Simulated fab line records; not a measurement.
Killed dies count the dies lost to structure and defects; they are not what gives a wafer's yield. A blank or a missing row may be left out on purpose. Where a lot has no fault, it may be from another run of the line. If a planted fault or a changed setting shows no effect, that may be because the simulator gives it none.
fab line records + flow sfq-line
[record]
- lots = 5
- wafers = 15
- last-day = 81
route steps=325 shown L0V@17 M0@28 I0@43 M1@58 M8@325
lots with no fault: from the same line, run without faults
start-h: start of the lot's first displayed wafer, in hours after the record's first day + wait-h: hours from the lot's prior step to this one + " as in the row above + L1.1+2: several wafers, shown together as one row + - no value, or no start given + * or withheld: withheld + < > ~ a bound
route shown NAME@n: a module of which the file shows steps, and the number in the route of the first + usual: mean/standard deviation taken from wafers without a fault + same: alike in all rows + chamber/n: place in a boat + sites: readings site by site + _std_site: their standard deviation + _edge_site: outer sites' mean less inner sites' + radius-mm: for every site, how far away it sits from the centre of the wafer + mask NAME#n: copy n + behind: the most recent tool/chamber to have shaped the wafer + hold: reason for holding the lot/hours on hold/outcome of the hold + device: transistor that didn't switch, given as n, p or np + end of line: the same wafers' tests at the end of the route + where a step has no rows: the recipe by itself + killed: the dies lost at the first sort to structure and to defects; this is not the yield of the wafer + map: dies across one wafer; x = killed, . = not, _ = none there
set.NAME: the run value of the setting; set.NAME@STEP: its run value at that earlier step + model.NAME: the simulator's own value behind a step, which no gauge read
lots at some steps of the route; a table a step, a row a wafer
services: from which hour (start-h, from the record's first day; less than 0 if before it) a tool's chamber was out of use, for how many hours, and why
[[steps]]
[step SFQ_TRILAYER_L0_VIA_LITHO_COAT_018]
[recipe]
- resist = BARC
- spin-rpm = 3000
- resist-thk-nm = 62
[step SFQ_TRILAYER_L0_VIA_LITHO_COAT_013]
[recipe]
- resist = KrF
- spin-rpm = 3000
- resist-thk-nm = 650
[step SFQ_TRILAYER_L0_VIA_LITHO_SOFTBAKE_017]
[recipe]
- temp-c = withheld
- time-s = withheld
- resist = KrF
[step SFQ_TRILAYER_L0_VIA_LITHO_EXPOSE_014]
[recipe]
- mask-id = L0V
- na = 0.6
- source-shape = conventional
- sigma-outer = 0.65
- target-cd-nm = 700
- dose-mj = 21.3
[step SFQ_TRILAYER_L0_VIA_LITHO_PEB_016]
[recipe]
- peb-temp-c = 115
- peb-time-s = 60
- resist = KrF
[step SFQ_TRILAYER_L0_VIA_LITHO_DEVELOP_015]
[recipe]
- time-s = 60
- resist = KrF
[step SFQ_L0V_OVL_MEAS_903]
[usual]
- L0V_OVL = 2/5.2
| lot.wafer | tool       | chamber | start-h | wait-h | L0V_OVL[nm] |
|-----------|------------|---------|---------|--------|-------------|
| L685.1    | overlay-01 | -       | 166.21  | 0.1    | -2          |
| L685.2    | "          | -       | "       | "      | -4          |
| L685.3    | "          | -       | "       | "      | 3           |
| L689.1    | overlay-02 | -       | 201.01  | 0.1    | 0           |
| L689.2    | "          | -       | "       | "      | 3           |
| L689.4    | "          | -       | "       | "      | -2          |
| L695.3    | overlay-01 | -       | 245.94  | 0.1    | 1           |
| L695.4    | "          | -       | "       | "      | 2           |
| L695.6    | "          | -       | "       | "      | 2           |
| L697.1    | overlay-02 | -       | 255.52  | 0.1    | 5           |
| L697.2    | "          | -       | "       | "      | 8           |
| L697.5    | "          | -       | "       | "      | 4           |
| L706.1    | overlay-01 | -       | 324.93  | 0.1    | 6           |
| L706.2    | "          | -       | "       | "      | 3           |
| L706.6    | "          | -       | "       | "      | 2           |
[step SFQ_TRILAYER_L0_VIA_BARC_OPEN_VIA_ETCH_021]
[recipe]
- mask-material = PR
- chemistry = O2
- target-depth-nm = 125
- target = BARC
- source-w = 500
- bias-w = 80
- pressure-mtorr = 30
- time-s = 41.7
[usual]
- drypump-motor-current-A = 5.7/0.52
- oes-product-au = 0.685/0.0045
- rf-fwd-power-W = 494.4/2.3
| lot.wafer | tool        | chamber | start-h | wait-h | drypump-motor-current-A | oes-product-au | rf-fwd-power-W | rf-hours-counter-h |
|-----------|-------------|---------|---------|--------|-------------------------|----------------|----------------|--------------------|
| L685.1    | rie-diel-03 | 0       | 166.25  | 0.0    | 5.3                     | 0.682          | 495.2          | 3                  |
| L685.2    | "           | 2       | "       | "      | 5.7                     | 0.692          | 499.7          | 64                 |
| L685.3    | "           | 3       | "       | "      | 6.2                     | 0.685          | 496.4          | 143                |
| L689.1    | rie-diel-03 | 3       | 201.05  | 0.0    | 6.2                     | 0.682          | 495.6          | 143                |
| L689.2    | "           | 0       | "       | "      | 5.3                     | 0.689          | 495.5          | 4                  |
| L689.4    | "           | 1       | "       | "      | 6.4                     | 0.691          | 495.4          | 0                  |
| L695.3    | rie-diel-01 | 0       | 245.96  | 0.0    | 4.8                     | 0.682          | 498.5          | 94                 |
| L695.4    | "           | 1       | "       | "      | 5.9                     | 0.680          | 494.8          | 80                 |
| L695.6    | "           | 3       | "       | "      | 4.8                     | 0.683          | 494.6          | -                  |
| L697.1    | rie-diel-02 | 0       | 255.56  | 0.0    | 5.9                     | 0.685          | 494.9          | 54                 |
| L697.2    | "           | 2       | "       | "      | 5.5                     | 0.686          | 493.5          | 97                 |
| L697.5    | "           | 0       | "       | "      | 5.9                     | 0.674          | 494.3          | -                  |
| L706.1    | rie-diel-01 | 2       | 324.97  | 0.0    | 5.6                     | 0.688          | 494.0          | 48                 |
| L706.2    | "           | 1       | "       | "      | 5.9                     | 0.682          | 495.9          | 81                 |
| L706.6    | "           | 2       | "       | "      | 5.6                     | 0.688          | 492.5          | -                  |
[step SFQ_TRILAYER_L0_VIA_ETCH_VIA_ETCH_016]
[recipe]
- target = SiO2
- stop-on = MoNx_KI
- mask-material = PR
- chemistry = CHF3
- target-depth-nm = 80
- source-w = 500
- bias-w = 80
- pressure-mtorr = 30
- time-s = withheld
[step SFQ_TRILAYER_L0_VIA_STRIP_STRIP_017]
[recipe]
- gas = O2
- power-w = 200
- platen-temp-c = 40
- overash-fraction = 0.65
- chemistry = O2
- pressure-mtorr = 50
[usual]
- drypump-motor-current-A = 6.0/0.38
- oes-product-au = 1.002/0.0088
| lot.wafer | tool         | chamber | start-h | wait-h | drypump-motor-current-A | oes-product-au | rf-hours-counter-h |
|-----------|--------------|---------|---------|--------|-------------------------|----------------|--------------------|
| L685.1    | rie-metal-02 | 0       | 166.33  | -      | 6.3                     | 0.987          | 53                 |
| L685.2    | "            | 1       | "       | "      | 6.2                     | 1.004          | 169                |
| L685.3    | "            | 1       | "       | "      | 6.2                     | 0.999          | -                  |
| L689.1    | rie-metal-01 | 0       | 201.13  | -      | 5.7                     | 0.996          | 19                 |
| L689.2    | "            | 1       | "       | "      | 5.8                     | 0.997          | 1                  |
| L689.4    | "            | 1       | "       | "      | 5.8                     | 0.994          | -                  |
| L695.3    | rie-metal-04 | 0       | 246.25  | -      | 5.3                     | 1.000          | -                  |
| L695.4    | "            | 1       | "       | "      | 5.8                     | 0.994          | -                  |
| L695.6    | "            | 0       | "       | "      | 5.3                     | 0.992          | -                  |
| L697.1    | rie-metal-02 | 1       | 255.65  | -      | 6.2                     | 1.012          | 184                |
| L697.2    | "            | 0       | "       | "      | 6.4                     | 0.997          | 68                 |
| L697.5    | "            | 0       | "       | "      | 6.4                     | 0.993          | -                  |
| L706.1    | rie-metal-02 | 0       | 325.06  | -      | 6.4                     | 0.995          | 86                 |
| L706.2    | "            | 1       | "       | "      | 6.2                     | 0.994          | 4                  |
| L706.6    | "            | 0       | "       | "      | 6.4                     | 1.001          | -                  |
[step SFQ_TRILAYER_L0_VIA_STRIP_SOLV_CLEAN_018]
[recipe]
- chemistry = NMP
- temp-c = 70
- time-s = 600
[step SFQ_TRILAYER_M0_DEP_PRE_CLEAN_020]
[recipe]
- gas = Ar
- time-s = 15
- bias-v = 250
[step SFQ_TRILAYER_M0_DEP_SPUTTER_019]
[recipe]
- material = Nb
- base-pressure-pa = 1.33e-06
- chamber-pressure-pa = 0.1333
- substrate-temp-c = 20
- resputter-cathode-voltage-v = 400
- target-thk-nm = 200
- power-w = 2000
- time-s = 133.3
[usual]
- chamber-pressure-pa = 0.13329/0.00025
- throttle-valve-pct = 30.1/0.65
| lot.wafer | tool           | chamber | start-h | wait-h | chamber-pressure-pa | throttle-valve-pct | model.Nb_of_TRILAYER_M0_DEP_SPUTTER_019.thk-nm |
|-----------|----------------|---------|---------|--------|---------------------|--------------------|------------------------------------------------|
| L685.1    | pvd-sputter-06 | -       | 167.13  | 0.0    | 0.13332             | 30.5               | 200.1                                          |
| L685.2    | "              | -       | "       | "      | 0.1332              | 30.4               | 201.1                                          |
| L685.3    | "              | -       | "       | "      | 0.13332             | 29.6               | 201.4                                          |
| L689.1    | pvd-sputter-03 | -       | 201.93  | 0.0    | 0.13336             | 29.8               | 202.6                                          |
| L689.2    | "              | -       | "       | "      | 0.13351             | 30.1               | 196.4                                          |
| L689.4    | "              | -       | "       | "      | 0.13342             | 30.5               | 197.1                                          |
| L695.3    | pvd-sputter-05 | -       | 246.86  | 0.0    | 0.13347             | 29.8               | 199.4                                          |
| L695.4    | "              | -       | "       | "      | 0.13344             | 31.0               | 200.3                                          |
| L695.6    | "              | -       | "       | "      | 0.133               | 30.2               | 198.9                                          |
| L697.1    | pvd-sputter-06 | -       | 256.46  | 0.0    | 0.13308             | 30.4               | 201.5                                          |
| L697.2    | "              | -       | "       | "      | 0.13318             | 30.6               | 200.7                                          |
| L697.5    | "              | -       | "       | "      | 0.13356             | 30.4               | 201.9                                          |
| L706.1    | pvd-sputter-05 | -       | 325.86  | 0.0    | 0.13322             | 30.1               | 129.5                                          |
| L706.2    | "              | -       | "       | "      | 0.1329              | 30.1               | 203.5                                          |
| L706.6    | "              | -       | "       | "      | 0.13331             | 29.9               | 129.5                                          |
[step SFQ_M0_RS_MEAS_904]
[recipe]
- thk-meas-gauge = four-point-probe
- reads = Nb_of_TRILAYER_M0_DEP_SPUTTER_019
[usual]
- M0_NB_RS = 0.889/0.0087
| lot.wafer | tool          | chamber | start-h | wait-h | M0_NB_RS[ohm/sq] |
|-----------|---------------|---------|---------|--------|------------------|
| L685.1    | film-metro-02 | -       | 167.22  | 0.0    | 0.889            |
| L685.2    | "             | -       | "       | "      | 0.883            |
| L685.3    | "             | -       | "       | "      | 0.883            |
| L689.1    | film-metro-02 | -       | 202.02  | 0.0    | 0.875            |
| L689.2    | "             | -       | "       | "      | 0.904            |
| L689.4    | "             | -       | "       | "      | 0.902            |
| L695.3    | film-metro-02 | -       | 246.99  | 0.1    | 0.890            |
| L695.4    | "             | -       | "       | "      | 0.888            |
| L695.6    | "             | -       | "       | "      | 0.894            |
| L697.1    | film-metro-04 | -       | 256.55  | 0.0    | 0.883            |
| L697.2    | "             | -       | "       | "      | 0.886            |
| L697.5    | "             | -       | "       | "      | 0.880            |
| L706.1    | film-metro-02 | -       | 325.95  | 0.0    | 1.385            |
| L706.2    | "             | -       | "       | "      | 0.877            |
| L706.6    | "             | -       | "       | "      | 1.386            |
[step SFQ_TRILAYER_M0_LITHO_COAT_026]
[recipe]
- resist = BARC
- spin-rpm = 3000
- resist-thk-nm = 62
[step SFQ_TRILAYER_M0_LITHO_COAT_021]
[recipe]
- resist = KrF
- spin-rpm = 3000
- resist-thk-nm = 600
[step SFQ_TRILAYER_M0_LITHO_SOFTBAKE_025]
[recipe]
- temp-c = withheld
- time-s = withheld
- resist = KrF
[step SFQ_TRILAYER_M0_LITHO_EXPOSE_022]
[recipe]
- mask-id = M0
- na = 0.6
- source-shape = conventional
- sigma-outer = 0.65
- target-cd-nm = 500
- dose-mj = 14.4
[step SFQ_TRILAYER_M0_LITHO_PEB_024]
[recipe]
- peb-temp-c = 115
- peb-time-s = 60
- resist = KrF
[step SFQ_TRILAYER_M0_LITHO_DEVELOP_023]
[recipe]
- time-s = 60
- resist = KrF
[step SFQ_M0_OVL_MEAS_906]
[usual]
- M0_OVL = -2/6.7
| lot.wafer | tool       | chamber | start-h | wait-h | M0_OVL[nm] |
|-----------|------------|---------|---------|--------|------------|
| L685.1    | overlay-01 | -       | 269.92  | 0.1    | 1          |
| L685.2    | "          | -       | "       | "      | 8          |
| L685.3    | "          | -       | "       | "      | -1         |
| L689.1    | overlay-01 | -       | 302.32  | 0.1    | 7          |
| L689.2    | "          | -       | "       | "      | -7         |
| L689.4    | "          | -       | "       | "      | -1         |
| L695.3    | overlay-01 | -       | 352.93  | 0.1    | -12        |
| L695.4    | "          | -       | "       | "      | -3         |
| L695.6    | "          | -       | "       | "      | 5          |
| L697.1    | overlay-02 | -       | 362.51  | 0.1    | -3         |
| L697.2    | "          | -       | "       | "      | -4         |
| L697.5    | "          | -       | "       | "      | -2         |
| L706.1    | overlay-02 | -       | 453.12  | 0.1    | -7         |
| L706.2    | "          | -       | "       | "      | 0          |
| L706.6    | "          | -       | "       | "      | -1         |
[step SFQ_TRILAYER_M0_BARC_OPEN_METAL_ETCH_031]
[recipe]
- mask-material = PR
- chemistry = O2
- target-depth-nm = 125
- target = BARC
- icp-w = 600
- bias-w = 80
- pressure-mtorr = 10
- time-s = 41.7
[step SFQ_TRILAYER_M0_ETCH_METAL_ETCH_024]
[recipe]
- target = Nb
- stop-on = SiO2
- mask-material = PR
- chemistry = Cl2/Ar
- target-depth-nm = 240
- icp-w = 600
- bias-w = 80
- pressure-mtorr = 10
- time-s = 120
[usual]
- drypump-motor-current-A = 6.0/0.4
- oes-product-au = 0.894/0.0069
- rf-fwd-power-W = 596.8/2.2
| lot.wafer | tool         | chamber | start-h | wait-h | drypump-motor-current-A | oes-product-au | rf-fwd-power-W | rf-hours-counter-h |
|-----------|--------------|---------|---------|--------|-------------------------|----------------|----------------|--------------------|
| L685.1    | rie-metal-04 | 0       | 270.02  | 0.0    | 5.3                     | 0.900          | 595.0          | 123                |
| L685.2    | "            | 1       | "       | "      | 5.8                     | 0.896          | 596.9          | 17                 |
| L685.3    | "            | 1       | "       | "      | 5.8                     | 0.901          | 597.4          | -                  |
| L689.1    | rie-metal-02 | 0       | 302.48  | 0.1    | 6.4                     | 0.900          | 595.7          | 81                 |
| L689.2    | "            | 0       | "       | "      | 6.4                     | 0.879          | 596.5          | -                  |
| L689.4    | "            | 0       | "       | "      | 6.4                     | 0.881          | 597.9          | -                  |
| L695.3    | rie-metal-03 | 0       | 353.05  | 0.1    | 5.7                     | 0.885          | 597.2          | -                  |
| L695.4    | "            | 1       | "       | "      | 6.3                     | 0.897          | 595.8          | -                  |
| L695.6    | "            | 1       | "       | "      | 6.3                     | 0.893          | 597.3          | -                  |
| L697.1    | rie-metal-04 | 0       | 362.61  | 0.0    | 5.3                     | 0.903          | 596.1          | 139                |
| L697.2    | "            | 1       | "       | "      | 5.8                     | 0.901          | 596.9          | 32                 |
| L697.5    | "            | 0       | "       | "      | 5.3                     | 0.908          | 595.1          | -                  |
| L706.1    | rie-metal-02 | 0       | 453.27  | 0.1    | 6.4                     | 0.712          | 600.5          | 108                |
| L706.2    | "            | 0       | "       | "      | 6.4                     | 0.901          | 600.2          | -                  |
| L706.6    | "            | 0       | "       | "      | 6.4                     | 0.715          | 598.2          | -                  |
[step SFQ_TRILAYER_M0_STRIP_STRIP_025]
[recipe]
- gas = O2
- power-w = 200
- platen-temp-c = 40
- overash-fraction = 0.65
- chemistry = O2
- pressure-mtorr = 50
[step SFQ_TRILAYER_M0_STRIP_SOLV_CLEAN_026]
[recipe]
- chemistry = NMP
- temp-c = 70
- time-s = 600
[step SFQ_TRILAYER_I0_DEP_PECVD_027]
[recipe]
- material = SiO2
- temp-c = 150
- time-s = 111.11
- pressure-torr = 2.4
- rf-w = 183.3
- precursor = SiH4/N2O
- target-thk-nm = 500
[step SFQ_TRILAYER_I0_CMP_CMP_028]
[recipe]
- material = SiO2
- down-force-psi = 3
- platen-rpm = 60
- pad-velocity-m-s = 0.94248
[usual]
- motor-current-A = 10.1/1.2
- time-to-endpoint-s = 217/7.9
| lot.wafer | tool   | chamber | start-h | wait-h | motor-current-A | time-to-endpoint-s |
|-----------|--------|---------|---------|--------|-----------------|--------------------|
| L685.3    | cmp-01 | 0       | 275.28  | 4.3    | 10.4            | 230                |
| L685.2    | "      | 1       | "       | "      | 9.8             | 216                |
| L685.1    | "      | 2       | "       | "      | 11.1            | 226                |
| L689.4    | cmp-02 | 2       | 311.08  | 6.9    | 10.4            | 220                |
| L689.1    | "      | 3       | "       | "      | 7.7             | 215                |
| L689.2    | "      | 0       | "       | "      | 11.4            | 209                |
| L695.3    | cmp-02 | 3       | 356.51  | 2.6    | 7.8             | 217                |
| L695.4    | "      | 0       | "       | "      | 10.7            | 209                |
| L695.6    | "      | 2       | 358.01  | 4.0    | 9.5             | 217                |
| L697.1    | cmp-01 | 1       | 363.59  | 0.0    | 9.4             | 203                |
| L697.2    | "      | 3       | 364.59  | 1.0    | 10.6            | 216                |
| L697.5    | "      | 1       | 365.59  | 2.0    | 9.6             | 211                |
| L706.2    | cmp-01 | 0       | 456.45  | 1.5    | 10.1            | 215                |
| L706.1    | "      | 2       | 457.45  | 2.5    | 11.7            | 209                |
| L706.6    | "      | 3       | "       | "      | 10.5            | 223                |
[step SFQ_I0_BOW_MEAS_907]
[recipe]
- mode = bow
[usual]
- I0_BOW = 1/7.1
| lot.wafer | tool          | chamber | start-h | wait-h | I0_BOW[um] |
|-----------|---------------|---------|---------|--------|------------|
| L685.1    | film-metro-02 | -       | 277.78  | 1.0    | 5          |
| L685.2    | "             | -       | "       | "      | 9          |
| L685.3    | "             | -       | "       | "      | 5          |
| L689.1    | film-metro-04 | -       | 313.58  | 1.5    | 4          |
| L689.2    | "             | -       | "       | "      | -12        |
| L689.4    | "             | -       | "       | "      | -5         |
| L695.3    | film-metro-03 | -       | 359.05  | 2.0    | 4          |
| L695.4    | "             | -       | "       | "      | 5          |
| L695.6    | "             | -       | "       | "      | -3         |
| L697.1    | film-metro-03 | -       | 366.59  | 2.5    | -2         |
| L697.2    | "             | -       | "       | "      | -3         |
| L697.5    | "             | -       | "       | "      | 10         |
| L706.1    | film-metro-02 | -       | 458.95  | 1.0    | -2         |
| L706.2    | "             | -       | "       | "      | -3         |
| L706.6    | "             | -       | "       | "      | -2         |
[step SFQ_TRILAYER_I0_METRO_MEASURE_029]
[step SFQ_TRILAYER_I0_VIA_LITHO_COAT_036]
[recipe]
- resist = BARC
- spin-rpm = 3000
- resist-thk-nm = 62
[step SFQ_TRILAYER_I0_VIA_LITHO_COAT_031]
[recipe]
- resist = KrF
- spin-rpm = 3000
- resist-thk-nm = 650
[step SFQ_TRILAYER_I0_VIA_LITHO_SOFTBAKE_035]
[recipe]
- temp-c = withheld
- time-s = withheld
- resist = KrF
[step SFQ_TRILAYER_I0_VIA_LITHO_EXPOSE_032]
[recipe]
- mask-id = I0
- na = 0.6
- source-shape = conventional
- sigma-outer = 0.65
- target-cd-nm = 500
- dose-mj = 21.3
[step SFQ_TRILAYER_I0_VIA_LITHO_PEB_034]
[recipe]
- peb-temp-c = 115
- peb-time-s = 60
- resist = KrF
[step SFQ_TRILAYER_I0_VIA_LITHO_DEVELOP_033]
[recipe]
- time-s = 60
- resist = KrF
[step SFQ_I0_OVL_MEAS_908]
[usual]
- I0_OVL = -1/5.2
| lot.wafer | tool       | chamber | start-h | wait-h | I0_OVL[nm] |
|-----------|------------|---------|---------|--------|------------|
| L685.1    | overlay-01 | -       | 393.22  | 0.1    | -4         |
| L685.2    | "          | -       | "       | "      | 5          |
| L685.3    | "          | -       | "       | "      | -4         |
| L689.1    | overlay-02 | -       | 441.26  | 0.1    | -3         |
| L689.2    | "          | -       | "       | "      | 3          |
| L689.4    | "          | -       | "       | "      | 2          |
| L695.3    | overlay-01 | -       | 498.16  | 0.1    | -13        |
| L695.4    | "          | -       | "       | "      | -6         |
| L695.6    | "          | -       | "       | "      | -10        |
| L697.1    | overlay-01 | -       | 508.95  | 0.1    | -2         |
| L697.2    | "          | -       | "       | "      | 1          |
| L697.5    | "          | -       | "       | "      | -4         |
| L706.1    | overlay-02 | -       | 595.04  | 0.1    | 3          |
| L706.2    | "          | -       | "       | "      | 4          |
| L706.6    | "          | -       | "       | "      | 2          |
[step SFQ_TRILAYER_I0_VIA_BARC_OPEN_VIA_ETCH_046]
[recipe]
- mask-material = PR
- chemistry = O2
- target-depth-nm = 125
- target = BARC
- source-w = 500
- bias-w = 80
- pressure-mtorr = 30
- time-s = 41.7
[usual]
- drypump-motor-current-A = 5.6/0.56
- oes-product-au = 0.685/0.0048
- rf-fwd-power-W = 494.3/2.1
| lot.wafer | tool        | chamber | start-h | wait-h | drypump-motor-current-A | oes-product-au | rf-fwd-power-W | rf-hours-counter-h |
|-----------|-------------|---------|---------|--------|-------------------------|----------------|----------------|--------------------|
| L685.1    | rie-diel-01 | 0       | 393.25  | 0.0    | 4.8                     | 0.679          | 496.2          | 97                 |
| L685.2    | "           | 3       | "       | "      | 4.8                     | 0.674          | 497.0          | 12                 |
| L685.3    | "           | 2       | "       | "      | 5.5                     | 0.685          | 494.0          | 49                 |
| L689.1    | rie-diel-01 | 0       | 441.29  | 0.0    | 4.8                     | 0.693          | 495.3          | 97                 |
| L689.2    | "           | 2       | "       | "      | 5.5                     | 0.684          | 494.4          | 49                 |
| L689.4    | "           | 0       | "       | "      | 4.8                     | 0.686          | 496.2          | -                  |
| L695.3    | rie-diel-03 | 1       | 498.18  | 0.0    | 6.4                     | 0.687          | 496.4          | 5                  |
| L695.4    | "           | 3       | "       | "      | 6.2                     | 0.691          | 497.9          | 4                  |
| L695.6    | "           | 1       | "       | "      | 6.4                     | 0.695          | 496.2          | -                  |
| L697.1    | rie-diel-03 | 2       | 508.98  | 0.0    | 5.7                     | 0.684          | 497.6          | 70                 |
| L697.2    | "           | 1       | "       | "      | 6.4                     | 0.692          | 494.0          | 6                  |
| L697.5    | "           | 3       | "       | "      | 6.2                     | 0.684          | 496.9          | -                  |
| L706.1    | rie-diel-01 | 2       | 595.08  | 0.0    | 5.5                     | 0.685          | 495.8          | 52                 |
| L706.2    | "           | 3       | "       | "      | 4.8                     | 0.681          | 496.2          | 16                 |
| L706.6    | "           | 0       | "       | "      | 4.8                     | 0.682          | 491.2          | -                  |
[step SFQ_TRILAYER_I0_VIA_ETCH_VIA_ETCH_034]
[recipe]
- target = SiO2
- stop-on = Nb
- mask-material = PR
- taper-deg = 20
- chemistry = CHF3
- target-depth-nm = 260
- source-w = 500
- bias-w = 80
- pressure-mtorr = 30
- time-s = withheld
[step SFQ_TRILAYER_I0_VIA_STRIP_STRIP_035]
[recipe]
- gas = O2
- power-w = 200
- platen-temp-c = 40
- overash-fraction = 0.65
- chemistry = O2
- pressure-mtorr = 50
[usual]
- drypump-motor-current-A = 5.79/0.27
- oes-product-au = 0.998/0.0086
| lot.wafer | tool         | chamber | start-h | wait-h | drypump-motor-current-A | oes-product-au | rf-hours-counter-h |
|-----------|--------------|---------|---------|--------|-------------------------|----------------|--------------------|
| L685.1    | rie-metal-04 | 0       | 393.40  | -      | 5.25                    | 1.003          | 143                |
| L685.2    | "            | 1       | "       | "      | 5.81                    | 1.005          | 37                 |
| L685.3    | "            | 1       | "       | "      | 5.84                    | 1.023          | -                  |
| L689.1    | rie-metal-04 | 0       | 441.45  | -      | 5.27                    | 0.999          | 152                |
| L689.2    | "            | 1       | "       | "      | 5.84                    | 1.007          | 46                 |
| L689.4    | "            | 1       | "       | "      | 5.81                    | 1.002          | -                  |
| L695.3    | rie-metal-01 | 0       | 498.54  | -      | 5.71                    | 0.997          | -                  |
| L695.4    | "            | 1       | "       | "      | 5.84                    | 0.982          | -                  |
| L695.6    | "            | 0       | "       | "      | 5.70                    | 0.986          | -                  |
| L697.1    | rie-metal-03 | 1       | 509.14  | -      | 6.31                    | 0.993          | 33                 |
| L697.2    | "            | 0       | "       | "      | 5.75                    | 1.009          | 44                 |
| L697.5    | "            | 0       | "       | "      | 5.75                    | 1.008          | -                  |
| L706.1    | rie-metal-04 | 0       | 595.23  | -      | 5.27                    | 1.005          | 8                  |
| L706.2    | "            | 1       | "       | "      | 5.84                    | 1.010          | 74                 |
| L706.6    | "            | 1       | "       | "      | 5.85                    | 1.010          | -                  |
[step SFQ_TRILAYER_I0_VIA_STRIP_SOLV_CLEAN_036]
[recipe]
- chemistry = NMP
- temp-c = 70
- time-s = 600
[step SFQ_TRILAYER_M1_DEP_PRE_CLEAN_038]
[recipe]
- gas = Ar
- time-s = 22.5
- bias-v = 250
[step SFQ_M8_BOW_MEAS_951]
[recipe]
- mode = bow
[usual]
- M8_BOW = 6/12
| lot.wafer | tool          | chamber | start-h | wait-h | M8_BOW[um] | model.etest.m0.ohm-um | model.etest.i0.link-ohm | model.etest.m0.ohm-sq |
|-----------|---------------|---------|---------|--------|------------|-----------------------|-------------------------|-----------------------|
| L685.1    | film-metro-03 | -       | 1737.21 | 0.0    | 22         | 1.786                 | 1.951                   | 0.8889                |
| L685.2    | "             | -       | "       | "      | 25         | 1.772                 | 1.96                    | 0.8845                |
| L685.3    | "             | -       | "       | "      | 21         | 1.771                 | 1.958                   | 0.883                 |
| L689.1    | film-metro-04 | -       | 1842.63 | 0.0    | 8          | 1.76                  | 1.962                   | 0.8778                |
| L689.2    | "             | -       | "       | "      | -9         | 1.814                 | 1.996                   | 0.9056                |
| L689.4    | "             | -       | "       | "      | -1         | 1.816                 | 1.986                   | 0.9026                |
| L695.3    | film-metro-04 | -       | 1878.29 | 0.0    | 6          | 1.788                 | 1.968                   | 0.892                 |
| L695.4    | "             | -       | "       | "      | 7          | 1.777                 | 1.957                   | 0.888                 |
| L695.6    | "             | -       | "       | "      | -1         | 1.792                 | 1.969                   | 0.8943                |
| L697.1    | film-metro-02 | -       | 1891.46 | 0.0    | 16         | 1.764                 | 1.942                   | 0.8827                |
| L697.2    | "             | -       | "       | "      | 14         | 1.772                 | 1.951                   | 0.8862                |
| L697.5    | "             | -       | "       | "      | 26         | 1.755                 | 1.946                   | 0.8811                |
| L706.1    | film-metro-03 | -       | 1944.90 | 0.0    | -1         | 2.763                 | 2.441                   | 1.374                 |
| L706.2    | "             | -       | "       | "      | -1         | 1.76                  | 1.936                   | 0.874                 |
| L706.6    | "             | -       | "       | "      | -1         | 2.761                 | 2.444                   | 1.374                 |
[[services]]
| tool         | chamber | start-h | hours | kind   |
|--------------|---------|---------|-------|--------|
| cmp-01       | -       | 143.88  | 4.4   | repair |
| rie-diel-01  | 2       | 178.10  | 8.7   | repair |
| rie-diel-03  | -       | 182.07  | 0.5   | repair |
| rie-diel-01  | 3       | 222.57  | 7.1   | repair |
| rie-diel-01  | 0       | 234.79  | 7.3   | repair |
| rie-diel-03  | 0       | 247.52  | 5.5   | repair |
| rie-diel-03  | -       | 288.19  | 0.4   | repair |
| cmp-01       | -       | 292.49  | 1.8   | repair |
| cmp-01       | -       | 293.58  | 0.5   | repair |
| cmp-01       | -       | 317.88  | 1.7   | repair |
| rie-diel-03  | 0       | 348.64  | 4.6   | repair |
| rie-metal-04 | -       | 366.05  | 0.5   | repair |
| rie-diel-03  | -       | 423.81  | 0.9   | repair |
| rie-metal-04 | -       | 426.55  | 2.8   | pm     |
| rie-diel-01  | 3       | 440.32  | 3.9   | repair |
| rie-diel-01  | -       | 446.56  | 2.8   | pm     |
| rie-metal-02 | 1       | 452.49  | 1.7   | repair |
| rie-diel-01  | 2       | 461.67  | 4.5   | repair |
| rie-metal-02 | -       | 478.45  | 0.3   | repair |
| rie-metal-04 | 0       | 500.24  | 8.5   | repair |
| rie-metal-04 | 1       | 503.30  | 15.7  | repair |
| rie-diel-01  | 2       | 513.54  | 3.5   | repair |
| rie-diel-03  | 1       | 531.22  | 6.0   | repair |
| rie-diel-03  | 0       | 545.87  | 15.9  | repair |
[[key]]
[first-sign]
- step = SFQ_M0_RS_MEAS_904
- reading = M0_NB_RS
- direction = up
- sigmas = 57
- usual = 0.889
- struck = 1.385
[effect]
- step = SFQ_TRILAYER_M0_ETCH_METAL_ETCH_024
- reading = oes-product-au
- direction = down
- sigmas = 26
- usual = 0.894
- struck = 0.713
[model-effect]
- step = SFQ_TRILAYER_M0_DEP_SPUTTER_019
- value = Nb_of_TRILAYER_M0_DEP_SPUTTER_019.thk-nm
- without = 202.7
- struck = 129.5
[model-effect]
- step = SFQ_M8_BOW_MEAS_951
- value = etest.m0.ohm-um
- without = 1.764
- struck = 2.762
met-at SFQ_TRILAYER_M0_DEP_SPUTTER_019
struck-wafers L706.1,L706.6
[fault]
- kind = process-parameter-drift
- tool = pvd-sputter-05
- chamber = -
- onset-h = 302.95
- steps = SFQ_TRILAYER_M0_DEP_SPUTTER_019
- channel = time-s
- offset = *
- shape = step
- end-h = 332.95
- acts-in = *
- stated = *
- scope = struck-wafers-only
